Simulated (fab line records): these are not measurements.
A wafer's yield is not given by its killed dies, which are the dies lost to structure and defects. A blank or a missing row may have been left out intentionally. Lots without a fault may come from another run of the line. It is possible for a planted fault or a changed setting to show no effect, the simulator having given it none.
Problem report, 8D (eight disciplines) form, completed by code | flow sky130 | the parts of the form that need people (team, actions taken, sign-off) are left out

## 1. WHAT WENT WRONG
Mean of killedAtFrontEnd at SKY_PAD_OPEN_PROBE_99: 50 across 2 wafers in 2 lots; on wafers with no fault it is 15 (standard deviation 4.4). Measured from the usual mean, that is +8.0 standard deviations.
First observed at day 49 00:37: wafer L617.1, on prober-02. At this step, 18 wafers from 6 lots have a number in the record. By rule, "out" or "out of limits" means more than 4 standard deviations away from the usual mean. Any other wafer with a number is counted as sound.

## 2. WHAT IT IS, WHAT IT ISN'T
question                    | is                | is not
which readings at this step | killedAtFrontEnd  | killed_at_M0_to_M3, killedAtContacts, killedAtOther, killedOpen, killedShort
which lots                  | L617, L618        | L609, L611, L622, L628
which wafers of those lots  | L617.1, L618.1    | L617.2, L617.5, L618.2, L618.6
read on which tools         | prober-02         | prober-01
when                        | from day 49 00:37 | up to then (6 sound wafers); but 10 sound wafers of L617, L618, L622, L628 came after

## 3. WHAT RULES OUT EACH SUSPECT
Counting: if a tool at a process step up to the reading ran every lot that is out, it stays a suspect. Sound lots after the first of them don't rule it out here, since some wafers of a struck lot are sound.
- plasmaAsher-04 at SKY_VT_ADJUST_PCH_STRIP_09 (strips in O2/N2): kept. It processed each lot that is out (first: L617, day 13 22:16); up to then, its last sound lot is L611 (day 12 00:13).
- prober-02 at SKY_PAD_OPEN_PROBE_99: kept. It processed each lot that is out (first: L617, day 49 00:37); up to then, its last sound lot is L611 (day 47 09:10). On those wafers its own readings are out: killedAtFrontEnd.
- The sound lot-mates ran in chamber 0 of plasmaAsher-04 at SKY_VT_ADJUST_PCH_STRIP_09, but the wafers that are out ran in chamber 1.
Left after counting: plasmaAsher-04 at SKY_VT_ADJUST_PCH_STRIP_09, prober-02 at SKY_PAD_OPEN_PROBE_99.

## 4. THE CAUSE (what the simulator had put in)
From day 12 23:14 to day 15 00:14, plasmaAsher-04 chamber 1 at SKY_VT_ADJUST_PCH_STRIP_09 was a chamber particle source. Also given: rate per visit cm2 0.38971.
2 suspects survive the count, and this tool is in that group.

## 5. THE EFFECT CHAIN, in route order
Rows list readings where the struck wafers' mean (over those with a number) sits beyond 3 standard deviations from the usual. Scope: only readings with a usual standard deviation given in the record; hours: median across lots of the time from each lot's start at the first step in this table that gives one to its start at this step; sigmas: change in usual standard deviations.
hours | step                  | reading          | usual | on struck wafers | change | sigmas
0     | SKY_PAD_OPEN_PROBE_99 | killedAtFrontEnd | 15    | 50               | +35    | +8.0
0     | SKY_PAD_OPEN_PROBE_99 | killedDies       | 88    | 119              | +31    | +3.1
Process steps it contains:
- SKY_PAD_OPEN_PROBE_99

## 6. HOW IT WOULD HAVE BEEN CAUGHT EARLIER
The fault began at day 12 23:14; the first out-of-limits reading in this record came at day 49 00:37, 865 hours later.
An alarm limit of 4 standard deviations would not have fired on the tool readings at SKY_VT_ADJUST_PCH_STRIP_09 for which the record gives a usual standard deviation, since none of them was out on any struck wafer.
Each of the lots that are out, 2 in all, had begun SKY_VT_ADJUST_PCH_STRIP_09 on plasmaAsher-04 no later than day 49 00:37. Tool hold at that time: it would have spared none of them.
